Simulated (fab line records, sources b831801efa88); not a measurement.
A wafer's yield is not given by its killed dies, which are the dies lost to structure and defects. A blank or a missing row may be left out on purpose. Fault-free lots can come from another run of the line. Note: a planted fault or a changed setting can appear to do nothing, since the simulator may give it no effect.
Split-lot experiment || flow sky130 || 17 wafers read across 5 lots, on a route 708 steps long

== SPLIT DETAILS ==
At SKY_CAPM_METAL_ETCH_13 (etches TiN in Cl2/BCl3, stops on SiO2, target depth 220 nm, time 62.9 s), the setting timeS was moved away from the recipe's 62.9 s on 5 of the 17 wafers read, by -4.4% to +6.1%. For the rest of the wafers, this setting stayed at what the recipe calls for.

The split's own step is where the reading is taken.

== THE READING ==
NOVOLAK_of_CAPM_COAT_07.thkNm (the simulator's own value, which no gauge read), in nm, at SKY_CAPM_METAL_ETCH_13 (etches TiN in Cl2/BCl3, stops on SiO2, target depth 220 nm, time 62.9 s). The file gives no usual value for it. Across the 12 wafers here that went through the recipe, the average is 992.7 nm and the standard deviation 4.8 nm.

{"wafer": "L077.1", "tool, chamber at the split": "rieMetal-02, 1", "timeS as run, s": 62.9, "against the recipe": "recipe", "NOVOLAK_of_CAPM_COAT_07.thkNm, nm": 983.5, "against lot-mates on the recipe": "-"}
{"wafer": "L077.3", "tool, chamber at the split": "rieMetal-02, 1", "timeS as run, s": 62.9, "against the recipe": "recipe", "NOVOLAK_of_CAPM_COAT_07.thkNm, nm": 982, "against lot-mates on the recipe": "-"}
{"wafer": "L080.2", "tool, chamber at the split": "rieMetal-04, 1", "timeS as run, s": 62.9, "against the recipe": "recipe", "NOVOLAK_of_CAPM_COAT_07.thkNm, nm": 997.1, "against lot-mates on the recipe": "-"}
{"wafer": "L080.4", "tool, chamber at the split": "rieMetal-04, 1", "timeS as run, s": 62.9, "against the recipe": "recipe", "NOVOLAK_of_CAPM_COAT_07.thkNm, nm": 996.1, "against lot-mates on the recipe": "-"}
{"wafer": "L080.5", "tool, chamber at the split": "rieMetal-04, 1", "timeS as run, s": 62.9, "against the recipe": "recipe", "NOVOLAK_of_CAPM_COAT_07.thkNm, nm": 996.3, "against lot-mates on the recipe": "-"}
{"wafer": "L082.1", "tool, chamber at the split": "rieMetal-02, 0", "timeS as run, s": 60.14, "against the recipe": "-4.4%", "NOVOLAK_of_CAPM_COAT_07.thkNm, nm": 997.4, "against lot-mates on the recipe": "+5.4"}
{"wafer": "L082.3", "tool, chamber at the split": "rieMetal-02, 0", "timeS as run, s": 60.14, "against the recipe": "-4.4%", "NOVOLAK_of_CAPM_COAT_07.thkNm, nm": 995, "against lot-mates on the recipe": "+3.0"}
{"wafer": "L082.4", "tool, chamber at the split": "rieMetal-02, 1", "timeS as run, s": 62.9, "against the recipe": "recipe", "NOVOLAK_of_CAPM_COAT_07.thkNm, nm": 991.4, "against lot-mates on the recipe": "-"}
{"wafer": "L082.5", "tool, chamber at the split": "rieMetal-02, 0", "timeS as run, s": 60.14, "against the recipe": "-4.4%", "NOVOLAK_of_CAPM_COAT_07.thkNm, nm": 997.7, "against lot-mates on the recipe": "+5.7"}
{"wafer": "L082.6", "tool, chamber at the split": "rieMetal-02, 1", "timeS as run, s": 62.9, "against the recipe": "recipe", "NOVOLAK_of_CAPM_COAT_07.thkNm, nm": 992.6, "against lot-mates on the recipe": "-"}
{"wafer": "L084.1", "tool, chamber at the split": "rieMetal-04, 0", "timeS as run, s": 62.9, "against the recipe": "recipe", "NOVOLAK_of_CAPM_COAT_07.thkNm, nm": 993.3, "against lot-mates on the recipe": "-"}
{"wafer": "L084.6", "tool, chamber at the split": "rieMetal-04, 1", "timeS as run, s": 62.9, "against the recipe": "recipe", "NOVOLAK_of_CAPM_COAT_07.thkNm, nm": 995.7, "against lot-mates on the recipe": "-"}
{"wafer": "L085.1", "tool, chamber at the split": "rieMetal-01, 1", "timeS as run, s": 62.9, "against the recipe": "recipe", "NOVOLAK_of_CAPM_COAT_07.thkNm, nm": 995, "against lot-mates on the recipe": "-"}
{"wafer": "L085.2", "tool, chamber at the split": "rieMetal-01, 0", "timeS as run, s": 62.9, "against the recipe": "recipe", "NOVOLAK_of_CAPM_COAT_07.thkNm, nm": 993, "against lot-mates on the recipe": "-"}
{"wafer": "L085.3", "tool, chamber at the split": "rieMetal-01, 0", "timeS as run, s": 66.76, "against the recipe": "+6.1%", "NOVOLAK_of_CAPM_COAT_07.thkNm, nm": 991.2, "against lot-mates on the recipe": -3.6}
{"wafer": "L085.4", "tool, chamber at the split": "rieMetal-01, 1", "timeS as run, s": 66.76, "against the recipe": "+6.1%", "NOVOLAK_of_CAPM_COAT_07.thkNm, nm": 988.8, "against lot-mates on the recipe": -6.0}
{"wafer": "L085.5", "tool, chamber at the split": "rieMetal-01, 0", "timeS as run, s": 62.9, "against the recipe": "recipe", "NOVOLAK_of_CAPM_COAT_07.thkNm, nm": 996.4, "against lot-mates on the recipe": "-"}

THE FIT
A straight line over all 17 wafers: NOVOLAK_of_CAPM_COAT_07.thkNm changes by -0.642 nm for each +1% of timeS; r = -0.40; the points scatter about the line by 4.4 nm.
The same after taking each lot's own level away (the mean of its wafers on the recipe; 17 wafers): -0.906 nm for each +1%; r = -0.92; scatter 1.2 nm.
On that fit, the largest move of timeS shifts the reading by 5.6 nm.
The lots' own levels span 982.75 to 996.50 nm, that is 2.9 times the standard deviation above.
So the lot-to-lot level blurs the effect unless lot-mates are compared.
Check: with one of the wafers moved furthest among these (+6.1%) left out of the fit, the line predicts -6.27 nm for it against its lot-mates. Against them it came out at -3.6 nm.
Tool readings at the split's step, against how far the setting was moved: oesProductAu r = -0.89.

== OTHER SPLITS ON THESE WAFERS ==
These wafers also went through other splits before the reading. Each is held against what the fit with the lots' levels taken away leaves over:
{"other split on the same wafers": "SKY_VIA2_HDPCVD_00 timeS", "wafers away from the commonest value": 4, "r with NOVOLAK_of_CAPM_COAT_07.thkNm (lot level and that fit taken away)": "+0.05"}
{"other split on the same wafers": "SKY_VIA2_CVD_21 tempC", "wafers away from the commonest value": 7, "r with NOVOLAK_of_CAPM_COAT_07.thkNm (lot level and that fit taken away)": "+0.58"}
{"other split on the same wafers": "SKY_METAL3_SPUTTER_04 timeS", "wafers away from the commonest value": 8, "r with NOVOLAK_of_CAPM_COAT_07.thkNm (lot level and that fit taken away)": "+0.08"}
{"other split on the same wafers": "SKY_CAPM_SPUTTER_02 timeS", "wafers away from the commonest value": 0, "r with NOVOLAK_of_CAPM_COAT_07.thkNm (lot level and that fit taken away)": "-"}

== FILE'S OWN FIT ==
NOVOLAK_of_CAPM_COAT_07.thkNm changes by -0.884 nm for each +1% of timeS, r = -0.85.
